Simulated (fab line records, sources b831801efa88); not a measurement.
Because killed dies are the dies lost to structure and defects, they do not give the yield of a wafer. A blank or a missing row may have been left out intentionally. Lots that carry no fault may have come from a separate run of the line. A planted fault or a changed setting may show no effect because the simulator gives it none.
fab line records -- flow sky130
record lots=13, wafers=39, last-day=50
route steps=708 shown NWELL@78 VIA4@641 PASSIVATION@683 PAD_OPEN@708
lots that met no fault: taken from a fault-free run of the same line
start-h: start of the lot's first displayed wafer, in hours after the record's first day -- wait-h: how many hours have passed since the lot's step before this one -- " identical to the entry in the row above -- L1.1+2: a row that stands for several wafers -- - either no value or no given start -- * or withheld: withheld -- < > ~ a bound
route shown NAME@n: a module of which the file shows steps, and the number in the route of the first -- usual: average and standard deviation across the fault-free wafers -- same: alike in all rows -- chamber/n: place in a boat -- sites: the reading at each site -- _std_site: the values' standard deviation -- _edge_site: inner sites' mean taken away from outer sites' mean -- radius-mm: for every site, how far away it sits from the centre of the wafer -- mask NAME#n: copy n -- behind: tool/chamber where the wafer was last shaped -- hold: why the lot went on hold/how many hours it stayed there/how the hold came to an end -- device: which transistor (n, p or np) failed to switch -- end of line: at the end of the route, the tests of the same wafers -- a step without rows: its recipe alone -- killed: the dies lost at the first sort to structure and to defects; this is not the yield of the wafer -- map: per-die view of a wafer (x killed, . not killed, _ where there is no die)
set.NAME: the setting the step ran with; set.NAME@STEP: the setting that earlier step ran with -- model.NAME: the simulator's own value behind a step, which no gauge read
steps of the route over a sample of lots; a table a step, a row a wafer
services: from which hour (start-h, from the record's first day; less than 0 if before it) a tool's chamber was out of use, for how many hours, and why
## steps
# step SKY_NWELL_STRIP_25
# recipe chemistry=O2/N2, power-w=1400, pressure-mtorr=1500, platen-temp-c=withheld, o2-flow-sccm=3000, n2-flow-sccm=300, overash-fraction=0.5
# usual drypump-motor-current-A=5.9/0.51, n2-flow-sccm=300.0/0.9, oes-product-au=0.723/0.0048, strip-time-to-endpoint-s=37.00/0.1
lot.wafer,tool,chamber,start-h,wait-h,drypump-motor-current-A,n2-flow-sccm,oes-product-au,rf-hours-counter-h,strip-time-to-endpoint-s
L197.2,plasma-asher-03,1,100.03,0.1,5.8,299.2,0.731,28,36.99
L197.3,plasma-asher-03,0,100.03,0.1,5.0,299.6,0.719,-,36.87
L197.6,plasma-asher-03,0,100.03,0.1,5.0,300.7,0.722,-,37.01
L198.1,plasma-asher-03,0,110.60,0.1,5.0,298.9,0.715,29,36.95
L198.3,plasma-asher-03,0,110.60,0.1,5.0,298.1,0.723,-,37.07
L198.6,plasma-asher-03,0,110.60,0.1,5.0,299.6,0.725,-,37.05
L199.4,plasma-asher-03,0,116.69,0.1,5.0,301.7,0.720,-,36.95
L199.5,plasma-asher-03,1,116.69,0.1,5.9,300.8,0.718,-,36.98
L199.6,plasma-asher-03,0,116.69,0.1,5.0,300.1,0.725,-,37.04
L200.1,plasma-asher-03,0,119.28,0.1,5.0,300.3,0.727,30,37.08
L200.4,plasma-asher-03,0,119.28,0.1,5.0,300.4,0.734,-,37.12
L200.5,plasma-asher-03,0,119.28,0.1,5.0,300.7,0.715,-,37.02
L202.1,plasma-asher-02,1,133.37,0.1,6.3,300.3,0.721,45,36.89
L202.5,plasma-asher-02,1,133.37,0.1,6.3,301.1,0.729,-,36.98
L202.6,plasma-asher-02,0,133.37,0.1,6.4,299.4,0.723,-,36.84
L210.2,plasma-asher-01,0,179.25,0.1,6.1,299.7,0.722,48,37.09
L210.4,plasma-asher-01,1,179.25,0.1,5.4,299.5,0.726,-,37.09
L210.6,plasma-asher-01,1,179.25,0.1,5.4,299.4,0.726,-,37.19
L212.3,plasma-asher-02,1,196.42,0.1,6.3,300.9,0.732,-,37.00
L212.4,plasma-asher-02,0,196.42,0.1,6.4,299.2,0.724,-,36.87
L212.5,plasma-asher-02,0,196.42,0.1,6.4,299.9,0.720,-,36.93
L213.1,plasma-asher-03,1,205.62,0.1,5.8,301.5,0.721,39,37.03
L213.3,plasma-asher-03,1,205.62,0.1,5.8,299.4,0.723,-,37.04
L213.5,plasma-asher-03,0,205.62,0.1,5.0,300.5,0.724,-,37.15
L214.4,plasma-asher-01,0,213.67,0.1,6.1,300.2,0.729,-,37.07
L214.5,plasma-asher-01,0,213.67,0.1,6.1,301.7,0.721,-,37.00
L214.6,plasma-asher-01,1,213.67,0.1,5.4,300.1,0.728,-,36.97
L216.1,plasma-asher-02,0,219.12,0.1,6.4,299.3,0.726,53,37.02
L216.3,plasma-asher-02,1,219.12,0.1,6.3,299.6,0.723,-,37.09
L216.5,plasma-asher-02,1,219.12,0.1,6.3,298.2,0.725,-,36.91
L217.3,plasma-asher-02,0,227.26,0.1,6.4,300.8,0.720,-,36.87
L217.4,plasma-asher-02,1,227.26,0.1,6.3,301.8,0.721,-,36.88
L217.6,plasma-asher-02,1,227.26,0.1,6.3,300.9,0.720,-,36.79
L218.2,plasma-asher-03,1,233.22,0.1,5.8,301.5,0.720,42,37.17
L218.3,plasma-asher-03,0,233.22,0.1,5.0,298.8,0.722,-,36.90
L218.5,plasma-asher-03,1,233.22,0.1,5.8,300.0,0.726,-,36.93
L219.2,plasma-asher-02,0,235.33,0.1,6.4,300.9,0.716,55,36.99
L219.3,plasma-asher-02,0,235.33,0.1,6.4,299.8,0.728,-,36.99
L219.5,plasma-asher-02,0,235.33,0.1,6.4,300.4,0.721,-,37.00
# step SKY_VIA4_CMP_02
# recipe material=SiO2, down-force-psi=4, platen-rpm=60, pad-velocity-m-s=0.94248
# usual motor-current-A=12.1/1.2
lot.wafer,tool,chamber,start-h,wait-h,motor-current-A
L197.2,cmp-02,2,975.87,0.4,10.9
L197.3,cmp-02,0,975.87,0.4,14.2
L197.6,cmp-02,1,975.87,0.4,12.5
L198.3,cmp-02,3,987.33,0.1,11.4
L198.1,cmp-02,0,987.33,0.1,13.5
L198.6,cmp-02,1,987.33,0.1,13.5
L199.4,cmp-02,0,1002.11,0.0,13.1
L199.6,cmp-02,0,1002.11,0.0,13.8
L199.5,cmp-02,1,1002.11,0.0,13.4
L200.1,cmp-01,2,1007.02,0.1,13.1
L200.4,cmp-01,3,1007.02,0.1,11.4
L200.5,cmp-01,2,1007.02,0.1,13.5
L202.1,cmp-02,2,1016.20,0.1,11.0
L202.5,cmp-02,2,1016.20,0.1,11.1
L202.6,cmp-02,3,1016.20,0.1,10.9
L210.4,cmp-01,1,1068.25,0.1,11.6
L210.2,cmp-01,2,1068.25,0.1,13.5
L210.6,cmp-01,3,1068.25,0.1,10.7
L212.4,cmp-02,1,1084.24,0.0,13.2
L212.3,cmp-02,2,1084.24,0.0,10.3
L212.5,cmp-02,2,1084.24,0.0,10.5
L213.1,cmp-02,1,1094.88,0.1,13.7
L213.3,cmp-02,0,1094.88,0.1,13.6
L213.5,cmp-02,2,1094.88,0.1,11.1
L214.4,cmp-01,2,1111.24,0.1,13.3
L214.6,cmp-01,0,1111.24,0.1,11.6
L214.5,cmp-01,1,1111.24,0.1,12.1
L216.1,cmp-01,3,1112.23,0.1,11.2
L216.3,cmp-01,1,1112.23,0.1,12.3
L216.5,cmp-01,0,1112.23,0.1,11.6
L217.4,cmp-02,1,1112.63,0.1,13.2
L217.3,cmp-02,2,1112.63,0.1,10.9
L217.6,cmp-02,0,1112.63,0.1,14.4
L218.2,cmp-02,3,1118.09,0.1,10.6
L218.3,cmp-02,0,1118.09,0.1,13.6
L218.5,cmp-02,2,1118.09,0.1,11.2
L219.3,cmp-02,2,1120.11,0.1,10.9
L219.2,cmp-02,3,1120.11,0.1,10.8
L219.5,cmp-02,1,1120.11,0.1,12.7
# step SKY_VIA4_ETCH_12
# recipe target=SiO2, chemistry=C4F8/O2/Ar, stop-on=TiN, mask-material=NOVOLAK, source-w=1500, bias-w=1200, pressure-mtorr=40, c4f8-flow-sccm=withheld, O2_flow_sccm=6, Ar_flow_sccm=300, time-s=withheld, target-depth-a=5800
# usual oes-product-au=0.925/0.0049
lot.wafer,tool,chamber,start-h,wait-h,oes-product-au
L197.2,rie-diel-01,0,999.43,0.0,0.933
L197.3,rie-diel-01,3,999.43,0.0,0.922
L197.6,rie-diel-01,0,999.43,0.0,0.932
L198.1,rie-diel-03,2,1010.77,0.0,0.927
L198.3,rie-diel-03,1,1010.77,0.0,0.923
L198.6,rie-diel-03,1,1010.77,0.0,0.923
L199.4,rie-diel-01,3,1025.57,0.0,0.928
L199.5,rie-diel-01,0,1025.57,0.0,0.934
L199.6,rie-diel-01,3,1025.57,0.0,0.927
L200.1,rie-diel-04,1,1029.78,0.0,0.931
L200.4,rie-diel-04,0,1029.78,0.0,0.927
L200.5,rie-diel-04,2,1029.78,0.0,0.928
L202.1,rie-diel-03,1,1037.45,0.0,0.926
L202.5,rie-diel-03,1,1037.45,0.0,0.926
L202.6,rie-diel-03,0,1037.45,0.0,0.927
L210.2,rie-diel-03,1,1089.12,0.0,0.921
L210.4,rie-diel-03,3,1089.12,0.0,0.921
L210.6,rie-diel-03,2,1089.12,0.0,0.914
L212.3,rie-diel-01,3,1104.88,0.0,0.924
L212.4,rie-diel-01,2,1104.88,0.0,0.917
L212.5,rie-diel-01,1,1104.88,0.0,0.934
L213.1,rie-diel-01,1,1114.95,0.0,0.938
L213.3,rie-diel-01,0,1114.95,0.0,0.926
L213.5,rie-diel-01,1,1114.95,0.0,0.927
L214.4,rie-diel-04,3,1130.25,0.0,0.925
L214.5,rie-diel-04,3,1130.25,0.0,0.919
L214.6,rie-diel-04,2,1130.25,0.0,0.936
L216.1,rie-diel-01,0,1131.45,0.0,0.925
L216.3,rie-diel-01,1,1131.45,0.0,0.933
L216.5,rie-diel-01,1,1131.45,0.0,0.927
L217.3,rie-diel-04,0,1132.09,0.0,0.930
L217.4,rie-diel-04,2,1132.09,0.0,0.920
L217.6,rie-diel-04,0,1132.09,0.0,0.926
L218.2,rie-diel-04,3,1137.52,0.0,0.923
L218.3,rie-diel-04,2,1137.52,0.0,0.928
L218.5,rie-diel-04,3,1137.52,0.0,0.925
L219.2,rie-diel-04,0,1139.29,0.0,0.928
L219.3,rie-diel-04,2,1139.29,0.0,0.917
L219.5,rie-diel-04,3,1139.29,0.0,0.925
# step SKY_PASSIVATION_CVD_02
# recipe material=Si3N4, target-thk-nm=540, temp-c=400, time-s=withheld, rf-w=450
# usual heater-power-w=774/100
lot.wafer,tool,chamber,start-h,wait-h,heater-power-w
L197.2,pecvd-03,0,1024.94,0.0,934
L197.3,pecvd-03,1,1024.94,0.0,652
L197.6,pecvd-03,1,1024.94,0.0,697
L198.1,pecvd-04,0,1035.42,0.1,738
L198.3,pecvd-04,0,1035.42,0.1,794
L198.6,pecvd-04,0,1035.42,0.1,868
L199.4,pecvd-03,1,1049.83,0.1,708
L199.5,pecvd-03,0,1049.83,0.1,826
L199.6,pecvd-03,2,1049.83,0.1,840
L200.1,pecvd-04,1,1053.62,0.1,705
L200.4,pecvd-04,2,1053.62,0.1,888
L200.5,pecvd-04,1,1053.62,0.1,705
L202.1,pecvd-02,1,1061.70,0.1,926
L202.5,pecvd-02,0,1061.70,0.1,626
L202.6,pecvd-02,1,1061.70,0.1,760
L210.2,pecvd-04,0,1112.09,0.0,926
L210.4,pecvd-04,0,1112.09,0.0,904
L210.6,pecvd-04,1,1112.09,0.0,566
L212.3,pecvd-03,0,1127.06,0.0,894
L212.4,pecvd-03,0,1127.06,0.0,943
L212.5,pecvd-03,2,1127.06,0.0,840
L213.1,pecvd-02,2,1136.49,0.1,769
L213.3,pecvd-02,1,1136.49,0.1,939
L213.5,pecvd-02,1,1136.49,0.1,782
L214.4,pecvd-03,2,1151.46,0.1,732
L214.5,pecvd-03,1,1151.46,0.1,634
L214.6,pecvd-03,0,1151.46,0.1,890
L216.1,pecvd-04,2,1153.09,0.1,778
L216.3,pecvd-04,0,1153.09,0.1,868
L216.5,pecvd-04,2,1153.09,0.1,834
L217.3,pecvd-03,2,1153.31,0.0,807
L217.4,pecvd-03,1,1153.31,0.0,634
L217.6,pecvd-03,0,1153.31,0.0,959
L218.2,pecvd-02,0,1158.54,0.0,568
L218.3,pecvd-02,2,1158.54,0.0,801
L218.5,pecvd-02,2,1158.54,0.0,816
L219.2,pecvd-02,0,1160.22,0.0,610
L219.3,pecvd-02,1,1160.22,0.0,875
L219.5,pecvd-02,1,1160.22,0.0,906
# step SKY_PAD_OPEN_PROBE_99
# usual killed_at_M0_to_M3=43/7.4, killed_at_M4_up=3.1/1.9, killed-at-contacts=25/5.4, killed-at-front-end=15/4.3, killed-at-other=0.3/0.54, killed-dies=86/10, killed-open=46/7.4, killed-short=40/7
# same gross-dies=492, killed-at-back-side=0
lot.wafer,tool,chamber,start-h,wait-h,killed_at_M0_to_M3,killed_at_M4_up,killed-at-contacts,killed-at-front-end,killed-at-other,killed-dies,killed-open,killed-short
L198.1,prober-02,-,1080.63,0.1,48,2,23,12,0,85,43,42
L198.3,prober-02,-,1080.73,0.2,49,5,20,19,0,93,54,38
L198.6,prober-02,-,1080.88,0.2,48,6,27,17,0,98,57,40
L199.4,prober-01,-,1094.62,0.2,58,3,21,77,0,159,56,43
L199.5,prober-01,-,1094.67,0.2,38,1,26,21,0,86,44,42
L199.6,prober-01,-,1094.72,0.2,37,6,21,63,0,127,41,30
L200.1,prober-02,-,1097.80,0.1,40,4,25,65,0,134,38,43
L200.4,prober-02,-,1097.95,0.2,49,0,33,67,0,149,56,37
L200.5,prober-02,-,1098.00,0.2,46,3,18,66,0,133,39,39
L210.2,prober-02,-,1152.29,0.1,45,4,21,21,0,91,51,40
L210.4,prober-02,-,1152.39,0.2,64,4,29,19,0,116,60,56
L210.6,prober-02,-,1152.49,0.2,46,4,26,22,1,99,48,51
L212.3,prober-02,-,1166.59,0.2,54,2,29,12,0,97,51,45
L212.4,prober-02,-,1166.64,0.2,44,2,33,13,0,92,52,40
L212.5,prober-02,-,1166.69,0.2,42,2,23,13,0,80,34,45
L213.1,prober-01,-,1175.56,0.1,38,4,21,12,0,75,42,33
L213.3,prober-01,-,1175.66,0.2,39,1,26,15,0,81,42,38
L213.5,prober-01,-,1175.76,0.2,29,1,18,20,0,68,35,31
L214.4,prober-02,-,1187.67,0.2,40,2,29,24,0,95,58,37
L214.5,prober-02,-,1187.72,0.2,43,1,22,17,0,83,44,39
L214.6,prober-02,-,1187.77,0.2,46,1,24,14,0,85,48,37
L217.3,prober-01,-,1191.22,0.2,45,2,29,17,1,94,48,44
L217.4,prober-01,-,1191.27,0.2,39,1,25,8,1,74,41,33
L217.6,prober-01,-,1191.37,0.2,47,5,20,11,0,83,39,43
L218.2,prober-02,-,1194.04,0.1,39,2,22,10,0,73,46,27
L218.3,prober-02,-,1194.09,0.2,39,2,22,15,0,78,44,34
L218.5,prober-02,-,1194.19,0.2,47,3,21,22,0,93,45,48
# killed by level:class
L198.1 VIA1:geometric-particle:short=9 VIA1:geometric-particle:open=8 VIA3:geometric-particle:open=8 CONTACT:geometric-particle:open=7 LI_CONTACT:geometric-particle:open=6 METAL2:geometric-particle:short=5 LOCAL_INTERCONNECT:geometric-particle:short=4 VIA2:geometric-particle:open=4
L198.3 VIA1:geometric-particle:open=11 CONTACT:geometric-particle:open=10 VIA3:geometric-particle:open=9 VIA2:geometric-particle:open=8 VIA3:geometric-particle:short=7 LI_CONTACT:geometric-particle:open=6 VIA1:geometric-particle:short=6 FIELD_ISO:geometric-particle:short=5
L198.6 VIA1:geometric-particle:open=12 CONTACT:geometric-particle:open=10 LI_CONTACT:geometric-particle:open=9 FIELD_ISO:geometric-particle:open=7 VIA2:geometric-particle:open=7 METAL1:geometric-particle:short=7 FIELD_ISO:geometric-particle:short=4 LOCAL_INTERCONNECT:geometric-particle:short=4
L199.4 NWELL:unspecified=60 VIA1:geometric-particle:open=17 METAL2:geometric-particle:short=11 VIA2:geometric-particle:open=10 LI_CONTACT:geometric-particle:open=6 CONTACT:geometric-particle:short=6 VIA3:geometric-particle:open=6 FIELD_ISO:geometric-particle:open=5
L199.5 CONTACT:geometric-particle:open=10 LOCAL_INTERCONNECT:geometric-particle:short=7 LI_CONTACT:geometric-particle:open=6 VIA1:geometric-particle:short=6 VIA2:geometric-particle:open=6 VIA1:geometric-particle:open=5 METAL2:geometric-particle:short=5 VIA3:geometric-particle:open=5
L199.6 NWELL:unspecified=56 LI_CONTACT:geometric-particle:open=9 VIA3:geometric-particle:open=9 METAL2:geometric-particle:short=8 CONTACT:geometric-particle:open=6 VIA1:geometric-particle:open=4 LI_CONTACT:geometric-particle:short=4 METAL1:geometric-particle:short=4
L200.1 NWELL:unspecified=53 VIA1:geometric-particle:open=14 VIA1:geometric-particle:short=8 CONTACT:geometric-particle:short=7 LOCAL_INTERCONNECT:geometric-particle:short=6 LI_CONTACT:geometric-particle:open=5 METAL1:geometric-particle:short=5 FIELD_ISO:geometric-particle:open=4
L200.4 NWELL:unspecified=56 CONTACT:geometric-particle:open=16 VIA1:geometric-particle:open=14 CONTACT:geometric-particle:short=9 VIA2:geometric-particle:open=7 VIA1:geometric-particle:short=6 VIA3:geometric-particle:open=6 POLY_GATE:geometric-particle:short=5
L200.5 NWELL:unspecified=55 VIA1:geometric-particle:open=14 CONTACT:geometric-particle:open=8 METAL2:geometric-particle:short=7 METAL1:geometric-particle:short=6 VIA3:geometric-particle:short=5 FIELD_ISO:geometric-particle:open=4 LI_CONTACT:geometric-particle:short=3
L210.2 CONTACT:geometric-particle:open=9 VIA1:geometric-particle:open=9 VIA2:geometric-particle:open=9 POLY_GATE:geometric-particle:short=6 VIA2:geometric-particle:short=6 FIELD_ISO:geometric-particle:short=5 CONTACT:geometric-particle:short=5 VIA3:geometric-particle:open=5
L210.4 VIA1:geometric-particle:open=13 METAL2:geometric-particle:short=11 POLY_GATE:geometric-particle:open=8 LI_CONTACT:geometric-particle:open=8 VIA1:geometric-particle:short=7 CONTACT:geometric-particle:open=7 VIA3:geometric-particle:open=6 METAL1:geometric-particle:short=6
L210.6 CONTACT:geometric-particle:open=12 VIA3:geometric-particle:open=9 METAL1:geometric-particle:short=9 VIA1:geometric-particle:open=8 VIA1:geometric-particle:short=6 CONTACT:geometric-particle:short=6 POLY_GATE:geometric-particle:short=5 METAL2:geometric-particle:short=5
L212.3 VIA1:geometric-particle:open=15 VIA1:geometric-particle:short=12 LI_CONTACT:geometric-particle:open=8 CONTACT:geometric-particle:short=7 VIA2:geometric-particle:open=6 VIA3:geometric-particle:open=6 LI_CONTACT:geometric-particle:short=5 CONTACT:geometric-particle:open=5
L212.4 CONTACT:geometric-particle:open=20 VIA1:geometric-particle:open=8 CONTACT:geometric-particle:short=6 VIA1:geometric-particle:short=6 METAL2:geometric-particle:short=6 VIA2:geometric-particle:open=6 METAL1:geometric-particle:short=5 POLY_GATE:geometric-particle:open=4
L212.5 METAL2:geometric-particle:short=8 CONTACT:geometric-particle:short=7 VIA1:geometric-particle:open=7 FIELD_ISO:geometric-particle:open=6 LI_CONTACT:geometric-particle:short=6 METAL1:geometric-particle:short=6 VIA1:geometric-particle:short=6 CONTACT:geometric-particle:open=4
L213.1 CONTACT:geometric-particle:open=10 VIA1:geometric-particle:open=10 METAL2:geometric-particle:short=9 POLY_GATE:geometric-particle:open=5 VIA3:geometric-particle:open=5 VIA1:geometric-particle:short=5 METAL4:geometric-particle:short=4 POLY_GATE:geometric-particle:short=4
L213.3 VIA1:geometric-particle:open=13 CONTACT:geometric-particle:short=7 LI_CONTACT:geometric-particle:open=7 FIELD_ISO:geometric-particle:open=6 METAL1:geometric-particle:short=6 CONTACT:geometric-particle:open=5 METAL2:geometric-particle:short=5 LOCAL_INTERCONNECT:geometric-particle:short=4
L213.5 CONTACT:geometric-particle:open=6 VIA1:geometric-particle:short=5 VIA1:geometric-particle:open=5 VIA2:geometric-particle:open=5 FIELD_ISO:geometric-particle:short=4 POLY_GATE:geometric-particle:short=4 LI_CONTACT:geometric-particle:open=4 POLY_GATE:geometric-particle:open=3
L214.4 POLY_GATE:geometric-particle:open=11 LI_CONTACT:geometric-particle:open=11 CONTACT:geometric-particle:open=10 VIA1:geometric-particle:open=10 METAL2:geometric-particle:short=8 VIA3:geometric-particle:open=8 POLY_GATE:geometric-particle:short=4 FIELD_ISO:geometric-particle:open=3
L214.5 VIA1:geometric-particle:open=13 POLY_GATE:geometric-particle:short=10 LI_CONTACT:geometric-particle:open=9 METAL2:geometric-particle:short=7 VIA3:geometric-particle:open=6 VIA2:geometric-particle:open=5 LI_CONTACT:geometric-particle:short=5 CONTACT:geometric-particle:short=4
L214.6 VIA1:geometric-particle:open=13 CONTACT:geometric-particle:open=9 VIA2:geometric-particle:open=8 VIA3:geometric-particle:open=6 FIELD_ISO:geometric-particle:short=5 LI_CONTACT:geometric-particle:open=5 LOCAL_INTERCONNECT:geometric-particle:short=5 METAL2:geometric-particle:short=5
L217.3 CONTACT:geometric-particle:open=13 METAL2:geometric-particle:short=11 VIA1:geometric-particle:open=9 FIELD_ISO:geometric-particle:short=7 LI_CONTACT:geometric-particle:open=6 VIA2:geometric-particle:open=6 VIA3:geometric-particle:open=5 CONTACT:geometric-particle:short=4
L217.4 LI_CONTACT:geometric-particle:open=12 VIA1:geometric-particle:open=11 VIA2:geometric-particle:open=6 CONTACT:geometric-particle:open=5 METAL2:geometric-particle:short=5 METAL3:geometric-particle:short=4 POLY_GATE:geometric-particle:short=4 LOCAL_INTERCONNECT:geometric-particle:short=4
L217.6 VIA1:geometric-particle:open=14 CONTACT:geometric-particle:short=10 VIA2:geometric-particle:open=10 VIA1:geometric-particle:short=7 FIELD_ISO:geometric-particle:short=4 LOCAL_INTERCONNECT:geometric-particle:short=4 METAL1:geometric-particle:short=4 METAL4:geometric-particle:short=4
L218.2 CONTACT:geometric-particle:open=12 VIA1:geometric-particle:open=11 VIA2:geometric-particle:open=9 METAL1:geometric-particle:short=6 POLY_GATE:geometric-particle:short=4 CONTACT:geometric-particle:short=4 VIA3:geometric-particle:open=4 FIELD_ISO:geometric-particle:short=3
L218.3 CONTACT:geometric-particle:open=9 VIA1:geometric-particle:open=8 VIA1:geometric-particle:short=6 VIA2:geometric-particle:open=6 CONTACT:geometric-particle:short=5 METAL1:geometric-particle:short=4 VIA3:geometric-particle:open=4 FIELD_ISO:geometric-particle:open=3
L218.5 METAL1:geometric-particle:short=11 VIA1:geometric-particle:open=8 LI_CONTACT:geometric-particle:open=7 VIA3:geometric-particle:open=7 CONTACT:geometric-particle:short=6 FIELD_ISO:geometric-particle:short=5 VIA2:geometric-particle:open=5 POLY_GATE:geometric-particle:open=4
## services
tool,chamber,start-h,hours,kind
cmp-02,-,83.11,2.5,repair
cmp-02,-,95.39,1.6,repair
cmp-02,-,99.78,5.9,pm
plasma-asher-03,-,162.50,0.8,repair
cmp-02,-,227.90,1.8,repair
cmp-02,-,232.05,4.0,pm
cmp-02,-,365.30,0.6,repair
cmp-02,-,365.82,7.1,repair
cmp-02,-,390.56,1.5,repair
cmp-02,-,425.80,1.5,repair
cmp-02,-,440.52,6.9,pm
cmp-02,-,468.78,8.2,pm
cmp-02,-,555.10,1.4,repair
cmp-02,-,572.05,4.0,pm
cmp-02,-,733.94,2.8,repair
cmp-02,-,744.29,1.5,repair
cmp-02,-,817.57,0.8,repair
cmp-02,-,837.78,4.6,pm
cmp-02,-,874.69,11.1,pm
cmp-02,-,912.06,4.0,pm
cmp-02,-,914.04,1.4,repair
cmp-02,-,937.76,2.3,repair
cmp-02,-,1096.82,6.7,pm
cmp-02,-,1151.02,0.7,repair
## key
first-sign step=SKY_PAD_OPEN_PROBE_99, reading=killed-at-front-end, direction=up, sigmas=12, usual=15, struck=68
effect step=SKY_PAD_OPEN_PROBE_99, reading=killed-dies, direction=up, sigmas=5.1, usual=86, struck=140
met-at SKY_NWELL_STRIP_25
struck-lots L199,L200
struck-wafers L199.4,L199.6,L200.1,L200.4,L200.5
tester-left-out L199,L200
not-acting-at SKY_VIA4_CMP_02,SKY_VIA4_ETCH_12,SKY_PASSIVATION_CVD_02
onset-between 110.60 116.69
fault kind=chamber-particle-source, tool=plasma-asher-03, chamber=0, onset-h=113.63, steps=SKY_NWELL_STRIP_25, rate-per-visit-cm2=0.94236, end-h=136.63
# tester-left-out: of these lots the tester's yield and bins aren't shown, on N5 and GAA mostly nor the transistor test; their killed dies are dies lost to structure and defects alone, not to doping, threshold or leakage, so they don't give the yield
